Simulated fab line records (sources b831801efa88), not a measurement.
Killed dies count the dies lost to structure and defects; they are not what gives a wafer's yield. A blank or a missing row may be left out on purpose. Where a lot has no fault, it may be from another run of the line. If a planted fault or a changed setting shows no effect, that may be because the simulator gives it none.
fab line records -- flow gf180mcu
record lots=24, wafers=72, last-day=34
route steps=602 shown V3@450 V4@480 MIM@508
lots with no fault: from the same line, run without faults
start-h: the number of hours between the record's first day and the start of the first shown wafer of the lot -- wait-h: how many hours have passed since the lot's step before this one -- " repeats the value in the row above -- L1.1+2: one row covering several wafers at once -- - value missing, or start not given -- * or withheld: withheld -- < > ~ a bound
route shown NAME@n: names a module that has steps shown in the file, with the first one's number in the route -- usual: mean and standard deviation over wafers with no fault -- same: alike in all rows -- chamber/n: place in a boat -- sites: readings site by site -- _std_site: the standard deviation of these -- _edge_site: inner sites' mean taken away from outer sites' mean -- radius-mm: for every site, how far away it sits from the centre of the wafer -- mask NAME#n: copy n -- behind: the last tool/chamber to shape the wafer -- hold: why the lot went on hold/how many hours it stayed there/how the hold came to an end -- device: transistor that didn't switch, given as n, p or np -- end of line: tests of these same wafers at the route's end -- for a step that has no rows: nothing shown but its recipe -- killed: count of dies lost to structure and defects at first sort (not the wafer's yield) -- map: per-die view of a wafer (x killed, . not killed, _ where there is no die)
set.NAME: the setting as run; set.NAME@STEP: as run at that earlier step -- model.NAME: the simulator's own value behind a step, which no gauge read
one table for each step of the route and one row for each wafer, over a sample of lots
services: the hour from which a tool's chamber was out of use, counted from the record's first day as start-h (under 0 if before that day), plus the number of hours and why
## steps
# step GF_V3_SPUTTER_21
# recipe material=Ti, target-thk-nm=15, chamber-pressure-pa=5, power-w=2500, substrate-temp-c=200, time-s=80.02
# usual throttle-valve-pct=30.1/1
lot.wafer,tool,chamber,start-h,wait-h,throttle-valve-pct
L074.4,pvd-sputter-03,-,508.47,0.0,31.7
L074.5,pvd-sputter-03,-,508.47,0.0,29.2
L074.6,pvd-sputter-03,-,508.47,0.0,31.6
L075.2,pvd-sputter-03,-,523.19,0.0,30.3
L075.3,pvd-sputter-03,-,523.19,0.0,29.7
L075.6,pvd-sputter-03,-,523.19,0.0,29.2
L076.1,pvd-sputter-02,-,530.34,0.0,29.6
L076.4,pvd-sputter-02,-,530.34,0.0,30.6
L076.5,pvd-sputter-02,-,530.34,0.0,29.1
L077.1,pvd-sputter-02,-,537.21,0.0,30.6
L077.3,pvd-sputter-02,-,537.21,0.0,29.9
L077.4,pvd-sputter-02,-,537.21,0.0,29.2
L078.2,pvd-sputter-01,-,541.49,0.0,32.7
L078.3,pvd-sputter-01,-,541.49,0.0,30.4
L078.5,pvd-sputter-01,-,541.49,0.0,30.2
L079.1,pvd-sputter-02,-,560.15,0.0,28.8
L079.2,pvd-sputter-02,-,560.15,0.0,29.8
L079.3,pvd-sputter-02,-,560.15,0.0,29.5
L080.1,pvd-sputter-02,-,563.09,0.0,29.9
L080.2,pvd-sputter-02,-,563.09,0.0,29.6
L080.3,pvd-sputter-02,-,563.09,0.0,30.7
L081.1,pvd-sputter-02,-,572.26,0.0,29.0
L081.2,pvd-sputter-02,-,572.26,0.0,29.6
L081.4,pvd-sputter-02,-,572.26,0.0,30.6
L082.1,pvd-sputter-02,-,582.26,0.0,29.6
L082.3,pvd-sputter-02,-,582.26,0.0,30.5
L082.6,pvd-sputter-02,-,582.26,0.0,29.1
L083.2,pvd-sputter-01,-,590.75,0.0,30.2
L083.5,pvd-sputter-01,-,590.75,0.0,31.4
L083.6,pvd-sputter-01,-,590.75,0.0,30.3
L084.2,pvd-sputter-01,-,599.38,0.0,30.3
L084.4,pvd-sputter-01,-,599.38,0.0,31.6
L084.6,pvd-sputter-01,-,599.38,0.0,32.8
L085.1,pvd-sputter-02,-,609.15,0.0,30.5
L085.4,pvd-sputter-02,-,609.15,0.0,29.2
L085.6,pvd-sputter-02,-,609.15,0.0,30.4
L086.1,pvd-sputter-03,-,612.04,0.0,29.5
L086.2,pvd-sputter-03,-,612.04,0.0,31.7
L086.3,pvd-sputter-03,-,612.04,0.0,30.1
L087.1,pvd-sputter-02,-,627.99,0.0,29.4
L087.4,pvd-sputter-02,-,627.99,0.0,30.3
L087.5,pvd-sputter-02,-,627.99,0.0,29.6
L088.1,pvd-sputter-03,-,635.40,0.0,29.4
L088.3,pvd-sputter-03,-,635.40,0.0,31.8
L088.4,pvd-sputter-03,-,635.40,0.0,30.2
L089.2,pvd-sputter-02,-,641.12,0.0,29.5
L089.4,pvd-sputter-02,-,641.12,0.0,29.9
L089.5,pvd-sputter-02,-,641.12,0.0,29.2
L090.2,pvd-sputter-03,-,644.83,0.0,30.3
L090.3,pvd-sputter-03,-,644.83,0.0,29.6
L090.4,pvd-sputter-03,-,644.83,0.0,31.8
L091.3,pvd-sputter-03,-,654.56,0.0,29.1
L091.4,pvd-sputter-03,-,654.56,0.0,29.3
L091.5,pvd-sputter-03,-,654.56,0.0,29.3
L092.2,pvd-sputter-03,-,663.70,0.0,31.8
L092.3,pvd-sputter-03,-,663.70,0.0,29.4
L092.4,pvd-sputter-03,-,663.70,0.0,30.1
L093.1,pvd-sputter-02,-,668.80,0.0,30.9
L093.3,pvd-sputter-02,-,668.80,0.0,29.1
L093.5,pvd-sputter-02,-,668.80,0.0,29.8
L094.1,pvd-sputter-03,-,678.01,0.0,30.1
L094.4,pvd-sputter-03,-,678.01,0.0,29.0
L094.5,pvd-sputter-03,-,678.01,0.0,29.0
L095.4,pvd-sputter-01,-,679.46,0.0,32.5
L095.5,pvd-sputter-01,-,679.46,0.0,29.6
L095.6,pvd-sputter-01,-,679.46,0.0,30.3
L096.4,pvd-sputter-03,-,682.08,0.0,29.2
L096.5,pvd-sputter-03,-,682.08,0.0,31.9
L096.6,pvd-sputter-03,-,682.08,0.0,29.9
L097.1,pvd-sputter-03,-,688.15,0.0,29.6
L097.4,pvd-sputter-03,-,688.15,0.0,30.1
L097.5,pvd-sputter-03,-,688.15,0.0,29.3
# step GF_V3_SPUTTER_22
# recipe material=TiN, target-thk-nm=10, chamber-pressure-pa=5, power-w=4000, time-s=40
# usual throttle-valve-pct=30.2/0.99
lot.wafer,tool,chamber,start-h,wait-h,throttle-valve-pct
L074.4,pvd-sputter-03,-,508.53,0.0,31.7
L074.5,pvd-sputter-03,-,508.53,0.0,29.3
L074.6,pvd-sputter-03,-,508.53,0.0,31.8
L075.2,pvd-sputter-03,-,523.25,0.0,30.4
L075.3,pvd-sputter-03,-,523.25,0.0,29.6
L075.6,pvd-sputter-03,-,523.25,0.0,28.9
L076.1,pvd-sputter-02,-,530.40,0.0,30.0
L076.4,pvd-sputter-02,-,530.40,0.0,30.7
L076.5,pvd-sputter-02,-,530.40,0.0,28.9
L077.1,pvd-sputter-02,-,537.27,0.0,30.7
L077.3,pvd-sputter-02,-,537.27,0.0,29.8
L077.4,pvd-sputter-02,-,537.27,0.0,28.8
L078.2,pvd-sputter-01,-,541.55,0.0,32.7
L078.3,pvd-sputter-01,-,541.55,0.0,30.2
L078.5,pvd-sputter-01,-,541.55,0.0,30.4
L079.1,pvd-sputter-02,-,560.21,0.0,29.3
L079.2,pvd-sputter-02,-,560.21,0.0,29.9
L079.3,pvd-sputter-02,-,560.21,0.0,29.5
L080.1,pvd-sputter-02,-,563.15,0.0,30.0
L080.2,pvd-sputter-02,-,563.15,0.0,29.4
L080.3,pvd-sputter-02,-,563.15,0.0,30.4
L081.1,pvd-sputter-02,-,572.32,0.0,28.9
L081.2,pvd-sputter-02,-,572.32,0.0,29.5
L081.4,pvd-sputter-02,-,572.32,0.0,30.5
L082.1,pvd-sputter-02,-,582.32,0.0,29.4
L082.3,pvd-sputter-02,-,582.32,0.0,30.6
L082.6,pvd-sputter-02,-,582.32,0.0,29.1
L083.2,pvd-sputter-01,-,590.81,0.0,30.3
L083.5,pvd-sputter-01,-,590.81,0.0,31.8
L083.6,pvd-sputter-01,-,590.81,0.0,30.2
L084.2,pvd-sputter-01,-,599.45,0.0,30.2
L084.4,pvd-sputter-01,-,599.45,0.0,31.9
L084.6,pvd-sputter-01,-,599.45,0.0,32.5
L085.1,pvd-sputter-02,-,609.21,0.0,30.5
L085.4,pvd-sputter-02,-,609.21,0.0,29.0
L085.6,pvd-sputter-02,-,609.21,0.0,30.6
L086.1,pvd-sputter-03,-,612.10,0.0,29.2
L086.2,pvd-sputter-03,-,612.10,0.0,31.8
L086.3,pvd-sputter-03,-,612.10,0.0,30.3
L087.1,pvd-sputter-02,-,628.05,0.0,29.6
L087.4,pvd-sputter-02,-,628.05,0.0,30.6
L087.5,pvd-sputter-02,-,628.05,0.0,29.3
L088.1,pvd-sputter-03,-,635.46,0.0,29.2
L088.3,pvd-sputter-03,-,635.46,0.0,31.7
L088.4,pvd-sputter-03,-,635.46,0.0,30.1
L089.2,pvd-sputter-02,-,641.18,0.0,29.5
L089.4,pvd-sputter-02,-,641.18,0.0,30.0
L089.5,pvd-sputter-02,-,641.18,0.0,29.3
L090.2,pvd-sputter-03,-,644.89,0.0,30.3
L090.3,pvd-sputter-03,-,644.89,0.0,29.6
L090.4,pvd-sputter-03,-,644.89,0.0,31.6
L091.3,pvd-sputter-03,-,654.62,0.0,29.2
L091.4,pvd-sputter-03,-,654.62,0.0,29.5
L091.5,pvd-sputter-03,-,654.62,0.0,29.6
L092.2,pvd-sputter-03,-,663.76,0.0,31.7
L092.3,pvd-sputter-03,-,663.76,0.0,29.6
L092.4,pvd-sputter-03,-,663.76,0.0,30.3
L093.1,pvd-sputter-02,-,668.87,0.0,30.6
L093.3,pvd-sputter-02,-,668.87,0.0,29.0
L093.5,pvd-sputter-02,-,668.87,0.0,29.8
L094.1,pvd-sputter-03,-,678.07,0.0,30.3
L094.4,pvd-sputter-03,-,678.07,0.0,28.8
L094.5,pvd-sputter-03,-,678.07,0.0,29.4
L095.4,pvd-sputter-01,-,679.52,0.0,32.5
L095.5,pvd-sputter-01,-,679.52,0.0,29.6
L095.6,pvd-sputter-01,-,679.52,0.0,30.3
L096.4,pvd-sputter-03,-,682.14,0.0,29.5
L096.5,pvd-sputter-03,-,682.14,0.0,31.7
L096.6,pvd-sputter-03,-,682.14,0.0,30.0
L097.1,pvd-sputter-03,-,688.21,0.0,29.2
L097.4,pvd-sputter-03,-,688.21,0.0,29.9
L097.5,pvd-sputter-03,-,688.21,0.0,29.5
# step GF_V4_CMP_04
# recipe material=SiO2, down-force-psi=4, platen-rpm=60, pad-velocity-m-s=0.94248
# usual motor-current-A=11.8/1.1, slurry-filter-dp-kPa=13.50/0.15, time-to-endpoint-s=76/5.6
lot.wafer,tool,chamber,start-h,wait-h,motor-current-A,slurry-filter-dp-kPa,time-to-endpoint-s
L074.4,cmp-02,0,534.51,0.1,12.5,13.45,83
L074.5,cmp-02,3,534.51,0.1,10.0,13.74,75
L074.6,cmp-02,0,534.51,0.1,13.0,13.45,85
L075.3,cmp-02,2,548.30,0.1,9.9,13.36,76
L075.2,cmp-02,3,548.30,0.1,10.4,13.58,69
L075.6,cmp-02,1,548.30,0.1,13.5,13.66,76
L076.1,cmp-01,2,555.73,0.1,11.0,13.55,77
L076.4,cmp-01,0,555.73,0.1,11.9,13.54,83
L076.5,cmp-01,2,555.73,0.1,11.3,13.62,86
L077.1,cmp-02,1,561.81,0.1,12.9,13.39,71
L077.3,cmp-02,2,561.81,0.1,10.6,13.84,74
L077.4,cmp-02,3,561.81,0.1,10.5,13.63,75
L078.3,cmp-01,0,565.54,0.0,11.1,13.54,73
L078.2,cmp-01,1,565.54,0.0,12.4,13.38,81
L078.5,cmp-01,1,565.54,0.0,12.0,13.44,82
L079.1,cmp-01,1,583.82,0.3,12.7,13.68,75
L079.2,cmp-01,2,583.82,0.3,11.1,13.64,75
L079.3,cmp-01,3,583.82,0.3,13.3,13.63,83
L080.2,cmp-01,0,587.42,0.2,11.2,13.52,82
L080.3,cmp-01,2,587.42,0.2,11.6,13.44,88
L080.1,cmp-01,3,587.42,0.2,13.9,13.46,79
L081.2,cmp-02,0,595.64,0.1,13.0,13.50,80
L081.1,cmp-02,1,595.64,0.1,12.9,13.73,68
L081.4,cmp-02,2,595.64,0.1,10.6,13.62,77
L082.1,cmp-02,2,605.91,0.1,10.3,13.57,82
L082.3,cmp-02,3,605.91,0.1,10.2,13.50,77
L082.6,cmp-02,2,605.91,0.1,10.4,13.39,77
L083.2,cmp-01,0,615.64,0.1,11.7,13.70,78
L083.6,cmp-01,2,615.64,0.1,11.1,13.59,79
L083.5,cmp-01,3,615.64,0.1,13.1,13.49,85
L084.4,cmp-02,2,622.03,0.1,10.3,13.46,81
L084.2,cmp-02,0,622.03,0.1,12.2,13.44,77
L084.6,cmp-02,2,622.03,0.1,10.7,13.44,85
L085.4,cmp-02,3,631.45,0.1,11.0,13.22,68
L085.1,cmp-02,1,631.45,0.1,12.9,13.71,72
L085.6,cmp-02,3,631.45,0.1,11.2,13.79,69
L086.2,cmp-02,1,635.13,0.0,12.8,13.39,80
L086.3,cmp-02,3,635.13,0.0,11.0,13.63,78
L086.1,cmp-02,0,635.13,0.0,12.3,13.94,84
L087.4,cmp-02,1,649.98,0.1,12.1,13.34,76
L087.1,cmp-02,2,649.98,0.1,9.9,13.45,69
L087.5,cmp-02,1,649.98,0.1,12.8,13.52,72
L088.3,cmp-01,1,657.14,0.0,13.2,13.28,74
L088.4,cmp-01,2,657.14,0.0,11.2,13.56,78
L088.1,cmp-01,0,657.14,0.0,11.3,13.52,74
L089.4,cmp-02,3,662.19,0.1,11.3,13.48,74
L089.2,cmp-02,1,662.19,0.1,12.7,13.71,72
L089.5,cmp-02,2,662.19,0.1,10.4,13.66,84
L090.4,cmp-01,1,666.44,0.0,12.1,13.59,69
L090.3,cmp-01,2,666.44,0.0,10.8,13.66,74
L090.2,cmp-01,3,666.44,0.0,13.5,13.46,68
L091.3,cmp-01,2,675.96,0.1,11.4,13.24,74
L091.4,cmp-01,0,675.96,0.1,11.7,13.44,79
L091.5,cmp-01,1,675.96,0.1,12.4,13.30,75
L092.4,cmp-02,3,685.21,0.0,10.3,13.48,73
L092.3,cmp-02,1,685.21,0.0,12.5,13.55,69
L092.2,cmp-02,2,685.21,0.0,10.4,13.33,76
L093.3,cmp-01,0,689.79,0.1,11.4,13.55,73
L093.1,cmp-01,1,689.79,0.1,12.4,13.73,69
L093.5,cmp-01,3,689.79,0.1,11.8,13.46,76
L094.1,cmp-01,2,698.92,0.1,10.8,13.29,73
L094.4,cmp-01,0,698.92,0.1,10.7,13.57,81
L094.5,cmp-01,2,698.92,0.1,11.2,13.51,78
L095.4,cmp-02,2,700.15,0.1,9.9,13.59,75
L095.5,cmp-02,1,700.15,0.1,13.3,13.45,66
L095.6,cmp-02,2,700.15,0.1,10.5,13.67,75
L096.4,cmp-02,3,702.83,0.2,10.8,13.43,80
L096.5,cmp-02,0,702.83,0.2,12.8,13.33,82
L096.6,cmp-02,1,702.83,0.2,12.8,13.57,76
L097.4,cmp-02,0,708.34,0.0,12.3,13.47,84
L097.1,cmp-02,3,708.34,0.0,10.4,13.46,66
L097.5,cmp-02,1,708.34,0.0,13.1,13.53,80
# step GF_V4_BOW_MEAS_05
# recipe mode=bow
# usual V4_BOW=132/8.3
lot.wafer,tool,chamber,start-h,wait-h,V4_BOW[um]
L074.4,film-metro-04,-,534.82,0.3,135
L074.5,film-metro-04,-,534.82,0.3,141
L074.6,film-metro-04,-,534.82,0.3,139
L075.2,film-metro-02,-,548.52,0.1,138
L075.3,film-metro-02,-,548.52,0.1,139
L075.6,film-metro-02,-,548.52,0.1,127
L076.1,film-metro-02,-,555.98,0.2,138
L076.4,film-metro-02,-,555.98,0.2,136
L076.5,film-metro-02,-,555.98,0.2,129
L077.1,film-metro-04,-,562.06,0.2,129
L077.3,film-metro-04,-,562.06,0.2,145
L077.4,film-metro-04,-,562.06,0.2,141
L078.2,film-metro-04,-,565.86,0.2,124
L078.3,film-metro-04,-,565.86,0.2,116
L078.5,film-metro-04,-,565.86,0.2,123
L079.1,film-metro-03,-,584.12,0.2,134
L079.2,film-metro-03,-,584.12,0.2,126
L079.3,film-metro-03,-,584.12,0.2,137
L080.1,film-metro-04,-,587.72,0.1,142
L080.2,film-metro-04,-,587.72,0.1,138
L080.3,film-metro-04,-,587.72,0.1,146
L081.1,film-metro-03,-,595.89,0.1,136
L081.2,film-metro-03,-,595.89,0.1,141
L081.4,film-metro-03,-,595.89,0.1,134
L082.1,film-metro-04,-,606.16,0.2,139
L082.3,film-metro-04,-,606.16,0.2,124
L082.6,film-metro-04,-,606.16,0.2,123
L083.2,film-metro-04,-,615.86,0.2,131
L083.5,film-metro-04,-,615.86,0.2,134
L083.6,film-metro-04,-,615.86,0.2,133
L084.2,film-metro-03,-,622.30,0.1,117
L084.4,film-metro-03,-,622.30,0.1,135
L084.6,film-metro-03,-,622.30,0.1,123
L085.1,film-metro-04,-,631.70,0.1,130
L085.4,film-metro-04,-,631.70,0.1,138
L085.6,film-metro-04,-,631.70,0.1,145
L086.1,film-metro-02,-,635.43,0.1,137
L086.2,film-metro-02,-,635.43,0.1,129
L086.3,film-metro-02,-,635.43,0.1,137
L087.1,film-metro-03,-,650.23,0.1,130
L087.4,film-metro-03,-,650.23,0.1,135
L087.5,film-metro-03,-,650.23,0.1,149
L088.1,film-metro-03,-,657.44,0.1,127
L088.3,film-metro-03,-,657.44,0.1,125
L088.4,film-metro-03,-,657.44,0.1,119
L089.2,film-metro-03,-,662.46,0.1,127
L089.4,film-metro-03,-,662.46,0.1,134
L089.5,film-metro-03,-,662.46,0.1,135
L090.2,film-metro-02,-,666.76,0.2,136
L090.3,film-metro-02,-,666.76,0.2,141
L090.4,film-metro-02,-,666.76,0.2,134
L091.3,film-metro-02,-,676.25,0.2,136
L091.4,film-metro-02,-,676.25,0.2,138
L091.5,film-metro-02,-,676.25,0.2,141
L092.2,film-metro-04,-,685.53,0.1,144
L092.3,film-metro-04,-,685.53,0.1,130
L092.4,film-metro-04,-,685.53,0.1,128
L093.1,film-metro-02,-,689.99,0.1,135
L093.3,film-metro-02,-,689.99,0.1,127
L093.5,film-metro-02,-,689.99,0.1,140
L094.1,film-metro-03,-,699.17,0.2,121
L094.4,film-metro-03,-,699.17,0.2,126
L094.5,film-metro-03,-,699.17,0.2,114
L095.4,film-metro-03,-,700.46,0.3,131
L095.5,film-metro-03,-,700.46,0.3,119
L095.6,film-metro-03,-,700.46,0.3,122
L096.4,film-metro-03,-,703.04,0.2,123
L096.5,film-metro-03,-,703.04,0.2,131
L096.6,film-metro-03,-,703.04,0.2,123
L097.1,film-metro-02,-,708.64,0.1,132
L097.4,film-metro-02,-,708.64,0.1,128
L097.5,film-metro-02,-,708.64,0.1,130
# step GF_V4_OVL_MEAS_15
# usual V4_OVL=0/4.8
lot.wafer,tool,chamber,start-h,wait-h,V4_OVL[nm]
L074.4,overlay-01,-,557.40,0.1,-4
L074.5,overlay-01,-,557.40,0.1,-2
L074.6,overlay-01,-,557.40,0.1,-5
L075.2,overlay-01,-,570.82,0.1,-1
L075.3,overlay-01,-,570.82,0.1,7
L075.6,overlay-01,-,570.82,0.1,1
L076.1,overlay-01,-,578.39,0.1,-6
L076.4,overlay-01,-,578.39,0.1,-6
L076.5,overlay-01,-,578.39,0.1,-5
L077.1,overlay-01,-,583.79,0.1,0
L077.3,overlay-01,-,583.79,0.1,3
L077.4,overlay-01,-,583.79,0.1,2
L078.2,overlay-01,-,587.82,0.1,7
L078.3,overlay-01,-,587.82,0.1,-5
L078.5,overlay-01,-,587.82,0.1,-2
L079.1,overlay-01,-,604.99,0.1,0
L079.2,overlay-01,-,604.99,0.1,-9
L079.3,overlay-01,-,604.99,0.1,-4
L080.1,overlay-02,-,609.10,0.1,-2
L080.2,overlay-02,-,609.10,0.1,-7
L080.3,overlay-02,-,609.10,0.1,-5
L081.1,overlay-01,-,616.97,0.1,-2
L081.2,overlay-01,-,616.97,0.1,7
L081.4,overlay-01,-,616.97,0.1,4
L082.1,overlay-01,-,626.85,0.1,-6
L082.3,overlay-01,-,626.85,0.1,-7
L082.6,overlay-01,-,626.85,0.1,-5
L083.2,overlay-01,-,635.91,0.1,-3
L083.5,overlay-01,-,635.91,0.1,2
L083.6,overlay-01,-,635.91,0.1,-3
L084.2,overlay-01,-,642.24,0.1,0
L084.4,overlay-01,-,642.24,0.1,0
L084.6,overlay-01,-,642.24,0.1,0
L085.1,overlay-02,-,651.32,0.1,-4
L085.4,overlay-02,-,651.32,0.1,0
L085.6,overlay-02,-,651.32,0.1,1
L086.1,overlay-02,-,655.70,0.1,2
L086.2,overlay-02,-,655.70,0.1,0
L086.3,overlay-02,-,655.70,0.1,2
L087.1,overlay-02,-,669.85,0.1,-8
L087.4,overlay-02,-,669.85,0.1,-6
L087.5,overlay-02,-,669.85,0.1,-9
L088.1,overlay-02,-,676.89,0.1,-5
L088.3,overlay-02,-,676.89,0.1,-2
L088.4,overlay-02,-,676.89,0.1,4
L089.2,overlay-02,-,681.97,0.1,-1
L089.4,overlay-02,-,681.97,0.1,1
L089.5,overlay-02,-,681.97,0.1,-4
L090.2,overlay-01,-,685.99,0.1,0
L090.3,overlay-01,-,685.99,0.1,-3
L090.4,overlay-01,-,685.99,0.1,-3
L091.3,overlay-02,-,695.36,0.1,-1
L091.4,overlay-02,-,695.36,0.1,4
L091.5,overlay-02,-,695.36,0.1,-5
L092.2,overlay-02,-,704.22,0.1,-4
L092.3,overlay-02,-,704.22,0.1,3
L092.4,overlay-02,-,704.22,0.1,-2
L093.1,overlay-01,-,708.67,0.1,0
L093.3,overlay-01,-,708.67,0.1,6
L093.5,overlay-01,-,708.67,0.1,-5
L094.1,overlay-01,-,717.97,0.1,6
L094.4,overlay-01,-,717.97,0.1,0
L094.5,overlay-01,-,717.97,0.1,-1
L095.4,overlay-01,-,718.82,0.1,8
L095.5,overlay-01,-,718.82,0.1,0
L095.6,overlay-01,-,718.82,0.1,12
L096.4,overlay-02,-,721.28,0.1,-4
L096.5,overlay-02,-,721.28,0.1,2
L096.6,overlay-02,-,721.28,0.1,-3
L097.1,overlay-01,-,726.18,0.1,10
L097.4,overlay-01,-,726.18,0.1,9
L097.5,overlay-01,-,726.18,0.1,9
# step GF_MIM_CVD_05
# recipe material=Si3N4, target-thk-nm=42, temp-max-c=400, temp-c=385, time-s=29.086, rf-w=450
# usual heater-power-w=660/110, temp-max-c=400.00/0.25
lot.wafer,tool,chamber,start-h,wait-h,heater-power-w,temp-max-c
L074.4,pecvd-03,0,559.13,0.0,670,399.84
L074.5,pecvd-03,1,559.13,0.0,730,400.25
L074.6,pecvd-03,2,559.13,0.0,622,400.20
L075.2,pecvd-02,2,572.43,0.0,756,400.22
L075.3,pecvd-02,1,572.43,0.0,617,400.16
L075.6,pecvd-02,1,572.43,0.0,609,400.31
L076.1,pecvd-02,1,580.00,0.0,544,399.84
L076.4,pecvd-02,1,580.00,0.0,555,399.80
L076.5,pecvd-02,2,580.00,0.0,762,400.01
L077.1,pecvd-01,2,585.40,0.0,869,399.80
L077.3,pecvd-01,0,585.40,0.0,636,400.53
L077.4,pecvd-01,2,585.40,0.0,847,400.00
L078.2,pecvd-02,0,589.43,0.0,517,399.42
L078.3,pecvd-02,1,589.43,0.0,514,400.42
L078.5,pecvd-02,0,589.43,0.0,525,400.04
L079.1,pecvd-03,2,606.60,0.0,739,400.53
L079.2,pecvd-03,0,606.60,0.0,608,400.32
L079.3,pecvd-03,1,606.60,0.0,751,400.04
L080.1,pecvd-01,0,610.71,0.0,628,399.95
L080.2,pecvd-01,2,610.71,0.0,724,400.14
L080.3,pecvd-01,1,610.71,0.0,741,399.72
L081.1,pecvd-01,2,618.67,0.0,748,400.08
L081.2,pecvd-01,0,618.67,0.0,626,399.36
L081.4,pecvd-01,2,618.67,0.0,734,400.35
L082.1,pecvd-02,1,629.06,0.0,582,400.21
L082.3,pecvd-02,2,629.06,0.0,754,400.09
L082.6,pecvd-02,0,629.06,0.0,499,399.91
L083.2,pecvd-01,1,637.95,0.0,692,399.89
L083.5,pecvd-01,1,637.95,0.0,694,400.11
L083.6,pecvd-01,0,637.95,0.0,531,400.25
L084.2,pecvd-02,2,644.36,0.0,785,400.30
L084.4,pecvd-02,1,644.36,0.0,532,399.64
L084.6,pecvd-02,2,644.36,0.0,808,399.91
L085.1,pecvd-01,2,653.36,0.0,850,400.06
L085.4,pecvd-01,2,653.36,0.0,828,400.33
L085.6,pecvd-01,0,653.36,0.0,592,400.14
L086.1,pecvd-02,0,657.40,0.0,553,400.11
L086.2,pecvd-02,1,657.40,0.0,556,400.25
L086.3,pecvd-02,2,657.40,0.0,689,400.08
L087.1,pecvd-03,0,671.47,0.0,528,399.91
L087.4,pecvd-03,1,671.47,0.0,797,400.06
L087.5,pecvd-03,2,671.47,0.0,610,399.73
L088.1,pecvd-01,2,678.50,0.0,893,400.32
L088.3,pecvd-01,1,678.50,0.0,776,399.90
L088.4,pecvd-01,1,678.50,0.0,747,399.70
L089.2,pecvd-01,1,683.61,0.0,724,400.13
L089.4,pecvd-01,0,683.61,0.0,625,399.95
L089.5,pecvd-01,1,683.61,0.0,722,400.08
L090.2,pecvd-03,0,687.60,0.0,573,399.83
L090.3,pecvd-03,2,687.60,0.0,715,400.32
L090.4,pecvd-03,1,687.60,0.0,664,399.89
L091.3,pecvd-02,2,697.50,0.0,812,400.21
L091.4,pecvd-02,0,697.50,0.0,495,399.97
L091.5,pecvd-02,2,697.50,0.0,816,399.95
L092.2,pecvd-02,1,705.83,0.0,547,400.13
L092.3,pecvd-02,0,705.83,0.0,482,400.01
L092.4,pecvd-02,1,705.83,0.0,546,400.40
L093.1,pecvd-03,0,710.29,0.0,549,399.90
L093.3,pecvd-03,1,710.29,0.0,734,399.79
L093.5,pecvd-03,2,710.29,0.0,739,400.07
L094.1,pecvd-01,1,719.58,0.0,673,399.88
L094.4,pecvd-01,0,719.58,0.0,577,399.99
L094.5,pecvd-01,1,719.58,0.0,663,399.96
L095.4,pecvd-02,1,720.49,0.0,545,399.46
L095.5,pecvd-02,0,720.49,0.0,511,400.05
L095.6,pecvd-02,2,720.49,0.0,703,399.63
L096.4,pecvd-02,2,722.93,0.0,818,399.91
L096.5,pecvd-02,1,722.93,0.0,571,399.67
L096.6,pecvd-02,0,722.93,0.0,540,399.93
L097.1,pecvd-01,1,727.80,0.0,739,399.76
L097.4,pecvd-01,0,727.80,0.0,583,399.68
L097.5,pecvd-01,2,727.80,0.0,841,399.86
## services
tool,chamber,start-h,hours,kind
pecvd-02,2,485.85,1.9,repair
pecvd-03,-,488.05,3.3,repair
cmp-02,-,507.28,9.1,repair
pecvd-02,-,562.41,1.8,repair
cmp-02,-,572.55,4.0,pm
pecvd-01,-,573.91,0.4,repair
cmp-01,-,579.75,1.1,repair
cmp-02,-,580.83,12.1,pm
pvd-sputter-03,2,581.52,-,consumable-replace:kit
pvd-sputter-03,2,581.52,18.0,scheduled-down
pvd-sputter-03,2,581.52,18.0,vent-cycle
pecvd-03,-,591.12,14.0,pm
pvd-sputter-02,2,626.27,-,consumable-replace:kit
pvd-sputter-02,2,626.27,18.0,scheduled-down
pvd-sputter-02,2,626.27,18.0,vent-cycle
pecvd-02,-,637.93,1.7,repair
cmp-01,-,642.06,2.1,repair
pecvd-03,2,647.95,8.2,repair
pecvd-03,0,656.29,3.5,repair
pecvd-02,-,677.70,6.0,pm
cmp-02,-,688.54,10.0,pm
pecvd-01,-,693.44,1.3,repair
cmp-02,-,707.75,0.5,repair
pvd-sputter-01,-,709.74,7.9,repair
## key
fault none
